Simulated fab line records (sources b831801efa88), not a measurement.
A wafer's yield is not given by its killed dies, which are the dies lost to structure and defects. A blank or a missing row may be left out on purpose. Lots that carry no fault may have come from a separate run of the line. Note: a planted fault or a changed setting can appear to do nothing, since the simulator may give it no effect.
The tool behind it: which one?	flow sfq_line	15 lots, 42 wafers sampled, at 5 steps of a route of 325

WHAT EACH GAUGE READ, for each wafer
SFQ_JJ_RS_MEAS_929: uses a four-point probe to measure. Usual: JJ_NB_RS typically reads 1.052 ohm/sq, with standard deviation 0.011.
lot	measured	on	JJ_NB_RS (ohm/sq)	flag
L963	day 50 19:22	film_metro-01	1.059 1.062 1.051	
L964	day 50 21:47	film_metro-03	1.064 1.065 1.073	
L965	day 55 11:43	film_metro-01	1.065 1.068 1.070	
L966	day 55 12:56	film_metro-04	1.039 1.052 1.059	
L967	day 55 16:30	film_metro-01	1.066 1.062 1.054	
L968	day 56 15:18	film_metro-04	1.043 1.050 1.035	
L969	day 56 17:42	film_metro-01	1.059 1.044 1.058	
L970	day 61 18:07	film_metro-03	1.041 1.058 1.036	
L971	day 62 05:29	film_metro-01	1.040 1.056 1.053	
L972	day 62 06:32	film_metro-03	1.044 1.068 1.049	
L973	day 62 15:42	film_metro-01	1.049 1.047 1.050	
L980	day 63 08:55	film_metro-01	0.574 1.038	OFF
L981	day 63 13:42	film_metro-04	0.577 0.572	OFF
L982	day 63 18:31	film_metro-01	1.052 0.577	OFF
L984	day 63 23:17	film_metro-01	1.043 1.073 1.041	

SFQ_I7_OVL_MEAS_947. Usual: I7_OVL typically reads 1 nm, with standard deviation 4.8.
lot	measured	on	I7_OVL (nm)	flag
L963	day 72 15:45	overlay-01	3 3 -11	
L964	day 73 01:28	overlay-02	8 -1 6	
L965	day 76 13:06	overlay-01	-3 -5 -4	
L966	day 76 15:59	overlay-02	-7 3 12	
L967	day 76 18:58	overlay-02	3 6 7	
L968	day 77 05:14	overlay-02	3 1 2	
L969	day 77 10:04	overlay-02	3 -1 -3	
L970	day 77 12:22	overlay-01	14 3 10	
L971	day 77 16:33	overlay-01	6 1 3	
L972	day 77 23:16	overlay-01	-8 1 -1	
L973	day 78 01:40	overlay-01	1 -8 0	
L980	day 88 19:22	overlay-02	1 1	
L981	day 88 21:02	overlay-02	4 4	
L982	day 89 20:46	overlay-02	-1 6	
L984	day 92 16:27	overlay-02	1 4 -1	

WHICH TOOL RAN EACH LOT (tool, then ch and the chambers of the sampled wafers, then the start)
lot	SFQ_TRILAYER_I4_VIA_BARC_OPEN_VIA_ETCH_146	SFQ_TRILAYER_JJ_TRILAYER_DEP_SPUTTER_112	SFQ_TRILAYER_I7_DEP_PECVD_183
L963	rie_diel-04 ch 0,2, day 50 17:14	pvd_sputter-04, day 50 19:17	pecvd-04 ch 0,1, day 67 17:18
L964	rie_diel-02 ch 0,1,3, day 50 19:38	pvd_sputter-05, day 50 21:41	pecvd-04 ch 1,2, day 69 17:16
L965	rie_diel-02 ch 0,3, day 55 09:34	pvd_sputter-05, day 55 11:37	pecvd-04 ch 0,2, day 76 06:20
L966	rie_diel-01 ch 2,3, day 55 10:46	pvd_sputter-04, day 55 12:49	pecvd-03 ch 0,2, day 76 07:39
L967	rie_diel-01 ch 0,1,2, day 55 14:22	pvd_sputter-05, day 55 16:25	pecvd-02 ch 0,1,2, day 76 08:51
L968	rie_diel-04 ch 0,2,3, day 56 13:10	pvd_sputter-04, day 56 15:13	pecvd-04 ch 0,1,2, day 76 21:50
L969	rie_diel-04 ch 0,1,3, day 56 15:34	pvd_sputter-05, day 56 17:37	pecvd-03 ch 0,2, day 77 02:43
L970	rie_diel-01 ch 1,2,3, day 61 15:59	pvd_sputter-03, day 61 18:02	pecvd-03 ch 0,1,2, day 77 05:02
L971	rie_diel-01 ch 0,2,3, day 62 03:10	pvd_sputter-03, day 62 05:25	pecvd-03 ch 0,2, day 77 09:52
L972	rie_diel-04 ch 0,2,3, day 62 04:22	pvd_sputter-05, day 62 06:25	pecvd-02 ch 1,2, day 77 15:51
L973	rie_diel-01 ch 1,2, day 62 13:31	pvd_sputter-03, day 62 15:34	pecvd-04 ch 0,1,2, day 77 18:45
L980	rie_diel-02 ch 0,3, day 63 06:44	pvd_sputter-03, day 63 08:48	pecvd-04 ch 0,2, day 88 12:42
L981	rie_diel-02 ch 1,3, day 63 11:32	pvd_sputter-03, day 63 13:35	pecvd-03 ch 0,1, day 88 13:54
L982	rie_diel-01 ch 0,3, day 63 16:21	pvd_sputter-03, day 63 18:23	pecvd-04 ch 0,2, day 89 13:44
L984	rie_diel-04 ch 0,2,3, day 63 21:08	pvd_sputter-05, day 63 23:11	pecvd-04 ch 0,1, day 92 09:48
- SFQ_TRILAYER_I4_VIA_BARC_OPEN_VIA_ETCH_146: etches BARC in O2, target depth 125 nm, time 41.7 s.
- SFQ_TRILAYER_JJ_TRILAYER_DEP_SPUTTER_112: material Nb, target thk 170 nm, time 113.3 s.
- SFQ_TRILAYER_I7_DEP_PECVD_183: deposits SiO2 from SiH4/N2O, time 111.11 s, target thk 500 nm.

WHAT THE TOOLS THEMSELVES READ (means of the sampled wafers that have a number; where no wafer has one, the mark that the record gives instead)
SFQ_TRILAYER_I4_VIA_BARC_OPEN_VIA_ETCH_146. Usual: drypump_motor_current_A 5.6 A, standard deviation 0.46; oes_product_au 0.686 a.u., standard deviation 0.0043.
lot	tool	drypump_motor_current_A (A)	oes_product_au (a.u.)	flag
L963	rie_diel-04	5.4	0.688	
L964	rie_diel-02	5.5	0.690	
L965	rie_diel-02	5.7	0.683	
L966	rie_diel-01	6.3	0.688	
L967	rie_diel-01	6.0	0.683	
L968	rie_diel-04	5.7	0.683	
L969	rie_diel-04	5.7	0.687	
L970	rie_diel-01	5.9	0.689	
L971	rie_diel-01	5.9	0.685	
L972	rie_diel-04	5.7	0.681	
L973	rie_diel-01	6.4	0.682	
L980	rie_diel-02	5.7	0.685	
L981	rie_diel-02	5.4	0.688	
L982	rie_diel-01	5.5	0.688	
L984	rie_diel-04	5.7	0.682	

SFQ_TRILAYER_JJ_TRILAYER_DEP_SPUTTER_112. Usual: base_pressure_pa 1.33e-06 Pa, standard deviation 1.2e-07; throttle_valve_pct 29.8 %, standard deviation 0.72.
lot	tool	base_pressure_pa (Pa)	throttle_valve_pct (%)	flag
L963	pvd_sputter-04	1.30e-06	30.2	
L964	pvd_sputter-05	1.24e-06	30.0	
L965	pvd_sputter-05	1.41e-06	29.6	
L966	pvd_sputter-04	1.39e-06	30.6	
L967	pvd_sputter-05	1.37e-06	29.9	
L968	pvd_sputter-04	1.27e-06	30.4	
L969	pvd_sputter-05	1.40e-06	29.7	
L970	pvd_sputter-03	1.34e-06	29.8	
L971	pvd_sputter-03	1.42e-06	30.1	
L972	pvd_sputter-05	1.35e-06	29.8	
L973	pvd_sputter-03	1.29e-06	29.5	
L980	pvd_sputter-03	1.37e-06	30.1	
L981	pvd_sputter-03	1.36e-06	30.1	
L982	pvd_sputter-03	1.33e-06	30.2	
L984	pvd_sputter-05	1.41e-06	29.6	

SFQ_TRILAYER_I7_DEP_PECVD_183. Usual: heater_power_w 82 W, standard deviation 17; throttle_valve_pct 24.0 %, standard deviation 1.4.
lot	tool	heater_power_w (W)	throttle_valve_pct (%)	flag
L963	pecvd-04	63	25.2	
L964	pecvd-04	70	24.1	
L965	pecvd-04	69	24.0	
L966	pecvd-03	89	23.3	
L967	pecvd-02	74	25.0	
L968	pecvd-04	68	24.7	
L969	pecvd-03	104	22.4	
L970	pecvd-03	98	23.1	
L971	pecvd-03	85	23.3	
L972	pecvd-02	81	24.9	
L973	pecvd-04	72	24.6	
L980	pecvd-04	68	22.6	
L981	pecvd-03	98	23.1	
L982	pecvd-04	77	22.9	
L984	pecvd-04	65	23.5	

THE ANSWER, worked out from the rows above alone
Rule: a lot counts as off when the mean over its wafers that have a number is more than 3 standard deviations away from the usual mean. A lot without any number at a reading at which 4 lots or more have one is off too. All remaining lots with rows at the step are treated as sound. After the gauges, taken in route order, come the tools' own readings; for these a lot's mean is taken, as printed above. The first step at which some lot is off is used, and at that step the reading that is off furthest; a lot without a number counts as furthest.
Off: L980, L981, L982, seen at SFQ_JJ_RS_MEAS_929 (JJ_NB_RS).
If a tool, at a process step before that reading, ran all the lots that are off and no sound lot after the first of them, it fits. Those tools and the gauges at SFQ_JJ_RS_MEAS_929 are tried in the same way. One fits: pvd_sputter-03 at SFQ_TRILAYER_JJ_TRILAYER_DEP_SPUTTER_112. Its last sound lot is L973 (day 62 15:34), its first lot that is off L980 (day 63 08:48): a fault that began between those two fits.

WHAT WAS PUT IN BY THE SIMULATOR
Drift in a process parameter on pvd_sputter-03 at SFQ_TRILAYER_JJ_TRILAYER_DEP_SPUTTER_112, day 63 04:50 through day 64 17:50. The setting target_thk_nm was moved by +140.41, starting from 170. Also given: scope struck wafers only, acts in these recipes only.
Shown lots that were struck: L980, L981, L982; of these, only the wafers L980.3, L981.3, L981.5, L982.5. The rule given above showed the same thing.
